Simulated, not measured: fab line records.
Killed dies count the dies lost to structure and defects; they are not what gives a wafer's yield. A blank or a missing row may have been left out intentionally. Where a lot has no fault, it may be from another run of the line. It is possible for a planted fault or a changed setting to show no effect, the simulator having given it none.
Which of the tools did it? | flow sky130 | 12 lots with 35 wafers sampled at 5 steps, on a route of 708 steps

WHAT THE GAUGES READ, wafer by wafer
SKY_VIA1_RS_MEAS_22: the measuring method here is four-point-probe.
lot  | measured     | on            | VIA1_W_RS (ohm/sq)
L893 | day 34 00:25 | film-metro-04 | 0.436 0.428 0.424
L895 | day 34 11:26 | film-metro-01 | 0.429 0.431 0.422
L897 | day 35 13:06 | film-metro-04 | 0.429 0.429 0.429
L901 | day 36 10:18 | film-metro-04 | 0.425 0.427 0.426
L902 | day 36 19:40 | film-metro-04 | 0.429 0.425
L909 | day 39 10:51 | film-metro-02 | 0.419 0.419 0.419
L910 | day 39 12:37 | film-metro-02 | 0.430 0.439 0.435
L911 | day 39 18:20 | film-metro-02 | 0.432 0.421 0.420
L912 | day 40 00:07 | film-metro-02 | 0.429 0.419 0.428
L913 | day 40 09:06 | film-metro-04 | 0.423 0.425 0.425
L916 | day 41 04:52 | film-metro-02 | 0.427 0.427 0.429
L914 | day 41 07:14 | film-metro-01 | 0.425 0.425 0.427

SKY_VIA2_THK_MEAS_01.
lot  | measured     | on            | VIA2_HDPCVD_THK (nm)
L893 | day 35 05:14 | film-metro-01 | 1172 1175 1156
L895 | day 35 15:25 | film-metro-04 | 1161 1182 1163
L897 | day 36 16:35 | film-metro-03 | 1186 1185 1178
L901 | day 37 14:16 | film-metro-03 | 1185 1199 1562
L902 | day 37 23:34 | film-metro-04 | 1170 1538
L909 | day 40 13:03 | film-metro-04 | 1168 1153 1147
L910 | day 40 13:53 | film-metro-01 | 1166 1159 1167
L911 | day 40 20:57 | film-metro-01 | 1170 1184 1167
L912 | day 41 04:20 | film-metro-03 | 1181 1202 1178
L913 | day 41 11:07 | film-metro-03 | 1164 1177 1164
L916 | day 42 06:21 | film-metro-03 | 1170 1164 1186
L914 | day 42 08:36 | film-metro-04 | 1177 1163 1160

EACH LOT AND THE TOOL THAT RAN IT (in order: tool; ch and the chambers of the sampled wafers; start)
lot  | SKY_METAL2_SPUTTER_00        | SKY_METAL2_SPUTTER_04        | SKY_VIA2_HDPCVD_00
L893 | pvd-sputter-01, day 34 01:03 | pvd-sputter-01, day 34 01:08 | hdpcvd-02 ch 1,2, day 35 05:02
L895 | pvd-sputter-02, day 34 11:53 | pvd-sputter-02, day 34 11:58 | hdpcvd-02 ch 1,2, day 35 15:16
L897 | pvd-sputter-02, day 35 13:53 | pvd-sputter-02, day 35 13:59 | hdpcvd-01 ch 0,1,2, day 36 16:28
L901 | pvd-sputter-02, day 36 10:47 | pvd-sputter-02, day 36 10:52 | hdpcvd-01 ch 1,2, day 37 14:08
L902 | pvd-sputter-02, day 36 20:08 | pvd-sputter-02, day 36 20:14 | hdpcvd-01 ch 1, day 37 23:27
L909 | pvd-sputter-01, day 39 11:20 | pvd-sputter-01, day 39 11:25 | hdpcvd-01 ch 0,2, day 40 12:55
L910 | pvd-sputter-01, day 39 13:05 | pvd-sputter-01, day 39 13:10 | hdpcvd-01 ch 1,2, day 40 13:45
L911 | pvd-sputter-01, day 39 18:50 | pvd-sputter-01, day 39 18:56 | hdpcvd-02 ch 1,2, day 40 20:50
L912 | pvd-sputter-01, day 40 03:11 | pvd-sputter-01, day 40 03:16 | hdpcvd-02 ch 0,2, day 41 04:13
L913 | pvd-sputter-02, day 40 09:34 | pvd-sputter-02, day 40 09:39 | hdpcvd-02 ch 1,2, day 41 10:59
L916 | pvd-sputter-02, day 41 05:20 | pvd-sputter-02, day 41 05:26 | hdpcvd-01 ch 0,2, day 42 06:13
L914 | pvd-sputter-04, day 41 07:49 | pvd-sputter-04, day 41 07:55 | hdpcvd-01 ch 0,1,2, day 42 08:29
- SKY_METAL2_SPUTTER_00: material Ti, target thk 15 nm, time 10 s.
- SKY_METAL2_SPUTTER_04: material TiN, target thk 70 nm, time 58.3 s.
- SKY_VIA2_HDPCVD_00: deposits SiO2, target thk 1180 nm, time 196.7 s.

WHAT THE TOOLS THEMSELVES READ (means of the sampled wafers that have a number; where no wafer has one, the mark that the record gives instead)
SKY_METAL2_SPUTTER_00.
lot  | tool           | throttle-valve-pct (%)
L893 | pvd-sputter-01 | 29.4
L895 | pvd-sputter-02 | 28.4
L897 | pvd-sputter-02 | 30.3
L901 | pvd-sputter-02 | 29.6
L902 | pvd-sputter-02 | 30.2
L909 | pvd-sputter-01 | 29.2
L910 | pvd-sputter-01 | 29.0
L911 | pvd-sputter-01 | 29.3
L912 | pvd-sputter-01 | 29.2
L913 | pvd-sputter-02 | 29.7
L916 | pvd-sputter-02 | 28.4
L914 | pvd-sputter-04 | 29.0

SKY_METAL2_SPUTTER_04.
lot  | tool           | throttle-valve-pct (%)
L893 | pvd-sputter-01 | 29.3
L895 | pvd-sputter-02 | 28.4
L897 | pvd-sputter-02 | 30.6
L901 | pvd-sputter-02 | 29.5
L902 | pvd-sputter-02 | 30.3
L909 | pvd-sputter-01 | 29.2
L910 | pvd-sputter-01 | 29.0
L911 | pvd-sputter-01 | 29.2
L912 | pvd-sputter-01 | 29.0
L913 | pvd-sputter-02 | 29.6
L916 | pvd-sputter-02 | 28.5
L914 | pvd-sputter-04 | 29.0

THE ANSWER, worked out from the rows above alone
Rule: the usual values come from the lots themselves. Put in order of their means at a reading, lots are off if they are a third of the lots or fewer, leave a main group of 4 or more, and stand apart from it by a gap of 3 or more times the standard deviation of the main group's means; of several such gaps the widest counts. Not used: any main group whose means are identical at the precision the tables above print for the reading. Also off: a lot with no number at a reading for which 4 or more lots have one. Where the step has rows for the other lots, those lots are counted as sound. The gauges are gone through in route order, then the tools' own readings, and for those a lot's mean is taken as printed above. The first step at which some lot is off is used, and at that step the reading that is off furthest; a lot without a number counts as furthest.
Off: L901, L902, seen at SKY_VIA2_THK_MEAS_01 (VIA2_HDPCVD_THK). Main group: mean 1171 nm, sd 8.5.
If a tool, at a process step before that reading, ran all the lots that are off and no sound lot after the first of them, it fits. Those tools and the gauges at SKY_VIA2_THK_MEAS_01 are tried in the same way. No candidate that was tried fits.

WHAT HAD BEEN PUT IN BY THE SIMULATOR
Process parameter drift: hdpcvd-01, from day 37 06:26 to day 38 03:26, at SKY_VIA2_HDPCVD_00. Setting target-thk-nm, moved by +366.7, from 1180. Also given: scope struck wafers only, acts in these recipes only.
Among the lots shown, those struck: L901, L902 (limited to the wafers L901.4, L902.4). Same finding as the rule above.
